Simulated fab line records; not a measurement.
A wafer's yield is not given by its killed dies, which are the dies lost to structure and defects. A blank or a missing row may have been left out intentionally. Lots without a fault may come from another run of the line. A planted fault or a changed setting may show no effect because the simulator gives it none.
fab line records	flow gf180mcu
[record] lots = 12	wafers = 36	last_day = 34
route steps=602 shown STI@16 M2@374 M3@424 V4@491
lots untouched by any fault: they come from a run of this same line in which no faults occurred
start_h: the number of hours between the record's first day and the start of the first shown wafer of the lot	wait_h: hours from the lot's prior step to this one	" repeats the value in the row above	L1.1+2: one row covering several wafers at once	- value missing, or start not given	* or withheld: withheld	< > ~ a bound
route shown NAME@n: a module of which the file shows steps, and the number in the route of the first	usual: mean/standard deviation taken from wafers without a fault	same: alike in all rows	chamber/n: place in a boat	sites: the reading at each site	_std_site: standard deviation across them	_edge_site: inner sites' mean taken away from outer sites' mean	radius_mm: for every site, how far away it sits from the centre of the wafer	mask NAME#n: copy n	behind: tool/chamber where the wafer was last shaped	hold: the reason the lot was held/the length of the hold in hours/how it ended	device: names the non-switching transistor (n, p or np)	end of line: the route-end tests of the same wafers	a step without rows: its recipe alone	killed: dies lost to structure and defects at the first sort, not the wafer's yield	map: per-die view of a wafer (x killed, . not killed, _ where there is no die)
set.NAME: the setting the step ran with; set.NAME@STEP: the setting that earlier step ran with	model.NAME: the simulator's own value behind a step, which no gauge read
one table for each step of the route and one row for each wafer, over a sample of lots
services: the hour from which a tool's chamber was out of use, counted from the record's first day as start_h (under 0 if before that day), plus the number of hours and why
[[steps]]
[step GF_STI_STRIP_15]
[recipe] chemistry = O2/N2	power_w = 1400	pressure_mtorr = 1500	platen_temp_c = 250	o2_flow_sccm = 3000	n2_flow_sccm = 300	overash_fraction = 0.5
[usual] chamber_pressure_mTorr = 1500.0/1.3	drypump_motor_current_A = 5.6/0.4	heater_power_w = 349/21	oes_product_au = 0.384/0.0051	strip_time_to_endpoint_s = 3.72/0.058
lot.wafer	tool	chamber	start_h	wait_h	chamber_pressure_mTorr	drypump_motor_current_A	heater_power_w	oes_product_au	rf_hours_counter_h	strip_time_to_endpoint_s
L832.1	plasma_asher-01	1	44.03	0.0	1501.2	5.1	315	0.386	39	3.74
L832.2	"	0	"	"	1502.5	5.7	362	0.388	39	3.73
L832.6	"	0	"	"	1499.8	5.7	362	0.387	-	3.70
L833.1	plasma_asher-01	0	50.55	0.0	1498.0	5.7	365	0.377	40	3.65
L833.3	"	0	"	"	1500.1	5.7	373	0.384	-	3.74
L833.6	"	0	"	"	1499.2	5.7	374	0.370	-	3.69
L835.2	plasma_asher-03	1	57.73	0.0	1502.5	6.5	337	0.377	40	3.67
L835.3	"	0	"	"	1499.6	5.2	363	0.386	-	3.74
L835.5	"	0	"	"	1501.2	5.2	363	0.378	-	3.65
L837.3	plasma_asher-03	0	66.36	0.1	1499.0	5.2	354	0.376	-	3.76
L837.4	"	1	"	"	1501.0	6.5	339	0.380	-	3.71
L837.5	"	1	"	"	1500.4	6.5	335	0.378	-	3.73
L836.3	plasma_asher-01	0	66.99	0.1	1500.5	5.7	377	0.375	-	3.73
L836.4	"	1	"	"	1501.6	5.1	319	0.374	-	3.63
L836.5	"	0	"	"	1499.6	5.7	366	0.386	-	3.76
L839.2	plasma_asher-01	1	76.50	0.0	1499.3	5.1	313	0.374	43	3.71
L839.5	"	1	"	"	1499.2	5.1	325	0.389	-	3.71
L839.6	"	0	"	"	1497.1	5.7	373	0.393	-	3.71
L842.1	plasma_asher-01	1	91.50	0.0	1500.5	5.1	314	0.391	45	3.82
L842.4	"	1	"	"	1501.2	5.1	325	0.380	-	3.70
L842.6	"	1	"	"	1499.9	5.1	329	0.387	-	3.78
L844.2	plasma_asher-01	1	102.63	0.0	1499.5	5.1	331	0.381	46	3.72
L844.3	"	0	"	"	1498.9	5.7	368	0.378	-	3.69
L844.5	"	1	"	"	1497.9	5.1	319	0.382	-	3.77
L845.2	plasma_asher-01	1	109.05	0.0	1500.7	5.1	324	0.385	46	3.66
L845.3	"	1	"	"	1501.8	5.1	325	0.395	-	3.77
L845.4	"	0	"	"	1499.3	5.7	375	0.383	-	3.81
L850.2	plasma_asher-04	0	133.68	0.0	1498.7	5.5	338	0.384	36	3.67
L850.4	"	1	"	"	1499.6	5.8	363	0.384	-	3.77
L850.5	"	0	"	"	1503.5	5.5	339	0.387	-	3.72
L851.1	plasma_asher-03	0	138.88	0.0	1497.3	5.2	356	0.375	49	3.67
L851.2	"	1	"	"	1500.5	6.5	337	0.390	49	3.73
L851.5	"	0	"	"	1499.2	5.2	365	0.377	-	3.67
L852.1	plasma_asher-01	0	144.33	0.0	1501.1	5.7	371	0.384	51	3.78
L852.4	"	0	"	"	1497.8	5.7	368	0.378	-	3.72
L852.6	"	0	"	"	1500.8	5.7	365	0.387	-	3.78
[step GF_M2_PEB_12]
[recipe] peb_temp_c = 135	peb_time_s = 90	resist = KrF
[usual] heater_power_total_W = 85.70/0.087
lot.wafer	tool	chamber	start_h	wait_h	heater_power_total_W
L832.1	litho_track-03	0	472.40	-	85.57
L832.2	"	0	"	"	85.64
L832.6	"	0	"	"	85.75
L833.1	litho_track-04	0	481.37	-	85.74
L833.3	"	0	"	"	85.62
L833.6	"	0	"	"	85.76
L835.2	litho_track-02	0	486.48	-	85.65
L835.3	"	0	"	"	85.73
L835.5	"	0	"	"	85.60
L837.3	litho_track-02	0	503.66	-	85.61
L837.4	"	0	"	"	85.92
L837.5	"	0	"	"	85.81
L836.3	litho_track-02	0	507.86	-	85.76
L836.4	"	0	"	"	85.72
L836.5	"	0	"	"	85.73
L839.2	litho_track-02	0	517.88	-	85.62
L839.5	"	0	"	"	85.61
L839.6	"	0	"	"	85.68
L842.1	litho_track-03	0	545.65	-	85.87
L842.4	"	0	"	"	85.59
L842.6	"	0	"	"	85.77
L844.2	litho_track-02	0	562.23	-	94.70
L844.3	"	0	"	"	94.86
L844.5	"	0	"	"	94.77
L845.2	litho_track-02	0	570.63	-	94.58
L845.3	"	0	"	"	94.66
L845.4	"	0	"	"	94.72
L850.2	litho_track-04	0	615.80	-	85.65
L850.4	"	0	"	"	85.78
L850.5	"	0	"	"	85.71
L851.1	litho_track-04	0	616.12	-	85.61
L851.2	"	0	"	"	85.76
L851.5	"	0	"	"	85.69
L852.1	litho_track-04	0	623.02	-	85.71
L852.4	"	0	"	"	85.66
L852.6	"	0	"	"	85.58
[step GF_M2_CD_MEAS_14]
[recipe] target_cd_nm = 280
[usual] cd_nm = 279.9/1.3
lot.wafer	tool	chamber	start_h	wait_h	hold	cd_nm
L832.1	cd_sem-01	-	472.75	0.1	-	280.6
L832.2	"	-	"	"	-	280.5
L832.6	"	-	"	"	-	280.4
L833.1	cd_sem-02	-	481.72	0.1	-	281.9
L833.3	"	-	"	"	-	280.7
L833.6	"	-	"	"	-	280.8
L835.2	cd_sem-01	-	486.82	0.1	-	279.4
L835.3	"	-	"	"	-	279.0
L835.5	"	-	"	"	-	279.6
L837.3	cd_sem-02	-	503.99	0.1	-	277.8
L837.4	"	-	"	"	-	278.4
L837.5	"	-	"	"	-	277.3
L836.3	cd_sem-02	-	508.19	0.1	-	281.1
L836.4	"	-	"	"	-	280.7
L836.5	"	-	"	"	-	279.4
L839.2	cd_sem-01	-	518.22	0.1	-	283.0
L839.5	"	-	"	"	-	283.0
L839.6	"	-	"	"	-	283.0
L842.1	cd_sem-02	-	546.00	0.1	-	281.1
L842.4	"	-	"	"	-	281.6
L842.6	"	-	"	"	-	282.2
L844.2	cd_sem-02	-	562.57	0.1	await_dispo/0.2h/release	287.4
L844.3	"	-	"	"	await_dispo/0.2h/release	288.6
L844.5	"	-	"	"	await_dispo/0.2h/release	286.9
L844.2	cd_sem-02	-	563.01	0.4	-	287.4
L844.3	"	-	"	"	-	288.6
L844.5	"	-	"	"	-	287.0
L845.2	cd_sem-02	-	570.98	0.1	await_dispo/0.2h/release	288.9
L845.3	"	-	"	"	await_dispo/0.2h/release	287.5
L845.4	"	-	"	"	await_dispo/0.2h/release	288.4
L845.2	cd_sem-02	-	571.27	0.3	-	288.9
L845.3	"	-	"	"	-	287.6
L845.4	"	-	"	"	-	288.0
L850.2	cd_sem-02	-	616.14	0.1	-	279.8
L850.4	"	-	"	"	-	279.3
L850.5	"	-	"	"	-	279.5
L851.1	cd_sem-02	-	616.47	0.1	-	280.6
L851.2	"	-	"	"	-	280.8
L851.5	"	-	"	"	-	280.9
L852.1	cd_sem-01	-	623.37	0.1	-	281.0
L852.4	"	-	"	"	-	280.1
L852.6	"	-	"	"	-	280.7
[step GF_M3_OVL_MEAS_15]
[usual] M3_OVL = -4/4.6
lot.wafer	tool	chamber	start_h	wait_h	M3_OVL[nm]
L832.1	overlay-02	-	522.27	0.1	-3
L832.2	"	-	"	"	4
L832.6	"	-	"	"	-2
L833.1	overlay-02	-	531.75	0.1	-4
L833.3	"	-	"	"	-2
L833.6	"	-	"	"	-9
L835.2	overlay-01	-	536.10	0.1	-3
L835.3	"	-	"	"	-2
L835.5	"	-	"	"	-3
L837.3	overlay-02	-	553.13	0.1	-7
L837.4	"	-	"	"	-10
L837.5	"	-	"	"	-10
L836.3	overlay-02	-	556.63	0.1	-8
L836.4	"	-	"	"	-7
L836.5	"	-	"	"	-10
L839.2	overlay-02	-	566.86	0.1	-2
L839.5	"	-	"	"	-1
L839.6	"	-	"	"	-8
L842.1	overlay-02	-	592.77	0.1	-5
L842.4	"	-	"	"	-2
L842.6	"	-	"	"	-3
L844.2	overlay-01	-	609.70	0.1	-5
L844.3	"	-	"	"	-9
L844.5	"	-	"	"	-10
L845.2	overlay-02	-	617.55	0.1	-2
L845.3	"	-	"	"	-3
L845.4	"	-	"	"	-6
L850.2	overlay-01	-	659.80	0.1	-5
L850.4	"	-	"	"	-2
L850.5	"	-	"	"	-3
L851.1	overlay-01	-	660.70	0.1	-4
L851.2	"	-	"	"	-6
L851.5	"	-	"	"	-5
L852.1	overlay-01	-	667.19	0.1	-8
L852.4	"	-	"	"	-9
L852.6	"	-	"	"	-9
[step GF_V4_OVL_MEAS_15]
[usual] V4_OVL = 3/4.9
lot.wafer	tool	chamber	start_h	wait_h	V4_OVL[nm]
L832.1	overlay-02	-	593.72	0.1	9
L832.2	"	-	"	"	2
L832.6	"	-	"	"	7
L833.1	overlay-01	-	602.10	0.1	7
L833.3	"	-	"	"	9
L833.6	"	-	"	"	4
L835.2	overlay-02	-	606.98	0.1	7
L835.3	"	-	"	"	11
L835.5	"	-	"	"	14
L837.3	overlay-01	-	623.02	0.1	-3
L837.4	"	-	"	"	4
L837.5	"	-	"	"	-3
L836.3	overlay-01	-	626.18	0.1	-5
L836.4	"	-	"	"	-8
L836.5	"	-	"	"	-5
L839.2	overlay-01	-	634.51	0.1	4
L839.5	"	-	"	"	4
L839.6	"	-	"	"	2
L842.1	overlay-02	-	658.55	0.1	9
L842.4	"	-	"	"	4
L842.6	"	-	"	"	9
L844.2	overlay-02	-	675.16	0.1	4
L844.3	"	-	"	"	4
L844.5	"	-	"	"	4
L845.2	overlay-01	-	681.93	0.1	-2
L845.3	"	-	"	"	-1
L845.4	"	-	"	"	-2
L850.2	overlay-01	-	721.08	0.1	4
L850.4	"	-	"	"	12
L850.5	"	-	"	"	5
L851.1	overlay-02	-	721.30	0.1	2
L851.2	"	-	"	"	10
L851.5	"	-	"	"	6
L852.1	overlay-02	-	727.27	0.1	4
L852.4	"	-	"	"	9
L852.6	"	-	"	"	13
[[services]]
tool	chamber	start_h	hours	kind
plasma_asher-04	-	74.05	4.0	pm
plasma_asher-01	-	83.89	0.6	repair
plasma_asher-04	-	202.72	25.9	pm
plasma_asher-01	-	233.72	3.2	repair
plasma_asher-04	-	247.78	1.4	repair
plasma_asher-03	-	257.07	3.6	repair
plasma_asher-01	-	264.28	2.8	pm
plasma_asher-04	-	272.04	14.6	pm
plasma_asher-04	-	297.70	4.1	repair
plasma_asher-01	-	315.31	0.4	repair
plasma_asher-03	-	421.25	9.0	pm
plasma_asher-03	0	421.25	9.0	vent_cycle
plasma_asher-03	1	421.25	9.0	vent_cycle
plasma_asher-03	0	430.25	-	clean
plasma_asher-03	1	430.25	-	clean
plasma_asher-04	-	432.62	13.6	repair
plasma_asher-03	-	542.96	3.2	repair
plasma_asher-03	-	560.16	14.6	pm
plasma_asher-04	-	591.21	2.8	pm
plasma_asher-03	-	621.96	2.8	pm
[[key]]
[first_sign] step = GF_M2_PEB_12	reading = heater_power_total_W	direction = up	sigmas = 99+	usual = 85.70	struck = 94.72
[effect] step = GF_M2_CD_MEAS_14	reading = visit	direction = added
[effect] step = GF_M2_CD_MEAS_14	reading = cd_nm	direction = up	sigmas = 6.3	usual = 279.9	struck = 287.9
met_at GF_M2_PEB_12
struck_lots L844,L845
not_acting_at GF_STI_STRIP_15,GF_M3_OVL_MEAS_15,GF_V4_OVL_MEAS_15
onset_between 517.88 562.23
[fault] kind = process_parameter_drift	tool = litho_track-02	chamber = -	onset_h = 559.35	steps = GF_M2_PEB_12	channel = peb_time_s	offset = *	shape = step	end_h = 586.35	acts_in = *	stated = *
